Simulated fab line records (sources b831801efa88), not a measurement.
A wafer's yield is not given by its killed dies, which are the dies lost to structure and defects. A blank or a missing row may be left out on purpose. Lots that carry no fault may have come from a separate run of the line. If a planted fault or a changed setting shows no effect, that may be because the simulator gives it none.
Matching of chambers / flow sfq_line / SFQ_TRILAYER_I4_DEP_PECVD_099 on pecvd-01: 3 sister chambers
The step deposits SiO2 from SiH4/N2O, time 111.11 s, target thk 500 nm. 16 wafers are shown with their chamber, then 8 later ones without.

EACH WAFER AND ITS CHAMBER
wafer=L272.1; chamber=0; throttle_valve_pct (%)=24.6; heater_power_w (W)=78; heater_power_outer_w (W)=27
wafer=L272.3; chamber=2; throttle_valve_pct (%)=25.4; heater_power_w (W)=104; heater_power_outer_w (W)=36
wafer=L272.5; chamber=1; throttle_valve_pct (%)=25.9; heater_power_w (W)=67; heater_power_outer_w (W)=16
wafer=L275.1; chamber=1; throttle_valve_pct (%)=26.1; heater_power_w (W)=79; heater_power_outer_w (W)=24
wafer=L275.3; chamber=0; throttle_valve_pct (%)=25.0; heater_power_w (W)=83; heater_power_outer_w (W)=32
wafer=L275.4; chamber=2; throttle_valve_pct (%)=25.7; heater_power_w (W)=95; heater_power_outer_w (W)=30
wafer=L277.2; chamber=0; throttle_valve_pct (%)=25.1; heater_power_w (W)=76; heater_power_outer_w (W)=26
wafer=L277.3; chamber=1; throttle_valve_pct (%)=26.1; heater_power_w (W)=77; heater_power_outer_w (W)=22
wafer=L277.4; chamber=2; throttle_valve_pct (%)=25.7; heater_power_w (W)=100; heater_power_outer_w (W)=35
wafer=L278.4; chamber=0; throttle_valve_pct (%)=25.2; heater_power_w (W)=70; heater_power_outer_w (W)=22
wafer=L278.5; chamber=1; throttle_valve_pct (%)=26.2; heater_power_w (W)=71; heater_power_outer_w (W)=20
wafer=L278.6; chamber=2; throttle_valve_pct (%)=25.7; heater_power_w (W)=107; heater_power_outer_w (W)=40
wafer=L280.3; chamber=0; throttle_valve_pct (%)=24.9; heater_power_w (W)=79; heater_power_outer_w (W)=26
wafer=L280.5; chamber=1; throttle_valve_pct (%)=26.1; heater_power_w (W)=80; heater_power_outer_w (W)=25
wafer=L280.6; chamber=2; throttle_valve_pct (%)=25.7; heater_power_w (W)=115; heater_power_outer_w (W)=45
wafer=L282.3; chamber=1; throttle_valve_pct (%)=26.1; heater_power_w (W)=78; heater_power_outer_w (W)=23

SIGNATURES (averages over the wafers above)
reading=throttle_valve_pct; chamber 0=24.960; chamber 1=26.083; chamber 2=25.640; scatter within a chamber=0.16
reading=heater_power_w; chamber 0=77.20; chamber 1=75.33; chamber 2=104.20; scatter within a chamber=5.89
reading=heater_power_outer_w; chamber 0=26.60; chamber 1=21.67; chamber 2=37.20; scatter within a chamber=4.22
Rule: a wafer's distance from a chamber is the root of the sum, over the readings, of the square of ((its reading less the chamber's mean) divided by the reading's scatter). If the next closest chamber is less than 2 further off than the closest, the wafer can't be placed; otherwise it belongs to the closest. The scatter: the root of (the sum of the squares of (reading less its chamber's mean) over the shown wafers, divided by (wafers less chambers)).

WAFERS WITHOUT THEIR CHAMBER
wafer=L282.4; throttle_valve_pct (%)=26.1; heater_power_w (W)=79; heater_power_outer_w (W)=25
wafer=L282.5; throttle_valve_pct (%)=24.8; heater_power_w (W)=87; heater_power_outer_w (W)=34
wafer=L293.2; throttle_valve_pct (%)=25.9; heater_power_w (W)=112; heater_power_outer_w (W)=44
wafer=L293.4; throttle_valve_pct (%)=25.0; heater_power_w (W)=85; heater_power_outer_w (W)=31
wafer=L293.6; throttle_valve_pct (%)=26.6; heater_power_w (W)=81; heater_power_outer_w (W)=27
wafer=L295.1; throttle_valve_pct (%)=25.1; heater_power_w (W)=83; heater_power_outer_w (W)=31
wafer=L295.2; throttle_valve_pct (%)=26.5; heater_power_w (W)=72; heater_power_outer_w (W)=21
wafer=L295.6; throttle_valve_pct (%)=26.3; heater_power_w (W)=77; heater_power_outer_w (W)=23

EACH ONE'S CHAMBER
wafer=L282.4; from the rows above=1; in truth=1
wafer=L282.5; from the rows above=0; in truth=0
wafer=L293.2; from the rows above=2; in truth=2
wafer=L293.4; from the rows above=0; in truth=0
wafer=L293.6; from the rows above=1; in truth=1
wafer=L295.1; from the rows above=0; in truth=0
wafer=L295.2; from the rows above=1; in truth=1
wafer=L295.6; from the rows above=1; in truth=1
Correctly placed: 8 of 8. Not placeable from these rows: 0. Wrongly placed: 0.
